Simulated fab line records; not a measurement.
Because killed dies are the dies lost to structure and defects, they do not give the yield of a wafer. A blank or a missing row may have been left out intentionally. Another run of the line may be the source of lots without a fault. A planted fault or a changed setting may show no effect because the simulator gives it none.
One fault through the eyes of 2 desks + flow gf180mcu + each desk has only its own numbers; what lay behind them comes last

METROLOGY DESK
What the gauges read for every lot (on any tool): the sampled wafers with a number, averaged. A lot is out of limits, marked OUT, if its mean lies more than 4 standard deviations from the usual mean; the brackets give that distance.
Columns: A = cd_nm at GF_TOP_METAL_CD_MEAS_14, usual 440.8 nm
| lot  | first seen here | A     |
|------|-----------------|-------|
| L747 | day 28 19:02    | 439.3 |
| L749 | day 29 04:51    | 439.6 |
| L750 | day 29 11:41    | 440.2 |
| L751 | day 30 01:17    | 445.0 |
| L752 | day 30 05:06    | 444.8 |
| L758 | day 32 05:21    | 440.0 |
| L759 | day 32 07:43    | 441.6 |
| L760 | day 32 10:47    | 441.1 |
| L762 | day 32 23:23    | 439.2 |
| L764 | day 33 11:56    | 439.5 |
| L765 | day 33 14:38    | 443.0 |
| L766 | day 33 22:15    | 440.9 |
| L768 | day 34 08:35    | 439.5 |
Result from this desk: across the 13 lots, nothing is out of limits.

THE TOOL OWNER'S DESK: plasma_asher-04
The tool's own readings at GF_V2_STRIP_18 (strips in O2/N2): means of the sampled wafers that have a number, for each lot that ran on this tool. A lot is out of limits, marked OUT, if its mean lies more than 4 standard deviations from the usual mean; the brackets give that distance.
Columns: A = drypump_motor_current_A at GF_V2_STRIP_18, usual 5.5 A; B = heater_power_w at GF_V2_STRIP_18, usual 322 W; C = oes_product_au at GF_V2_STRIP_18, usual 0.592 a.u.
| lot  | first seen here | A   | B   | C     |
|------|-----------------|-----|-----|-------|
| L747 | day 21 02:59    | 5.1 | 335 | 0.596 |
| L750 | day 21 23:19    | 5.2 | 325 | 0.594 |
| L751 | day 22 14:43    | 5.1 | 334 | 0.597 |
| L752 | day 22 21:26    | 5.2 | 318 | 0.591 |
| L759 | day 25 12:07    | 5.2 | 319 | 0.587 |
| L760 | day 25 17:02    | 5.1 | 323 | 0.592 |
| L762 | day 26 09:43    | 5.1 | 325 | 0.588 |
| L765 | day 27 03:40    | 5.0 | 329 | 0.595 |
| L766 | day 27 13:14    | 4.9 | 340 | 0.589 |
Result from this desk: across the 9 lots, nothing is out of limits.

ALL TOGETHER
From the metrology desk's view, nothing was out of limits.
The desk of the tool owner found nothing out of limits.

WHAT WAS PUT IN BY THE SIMULATOR
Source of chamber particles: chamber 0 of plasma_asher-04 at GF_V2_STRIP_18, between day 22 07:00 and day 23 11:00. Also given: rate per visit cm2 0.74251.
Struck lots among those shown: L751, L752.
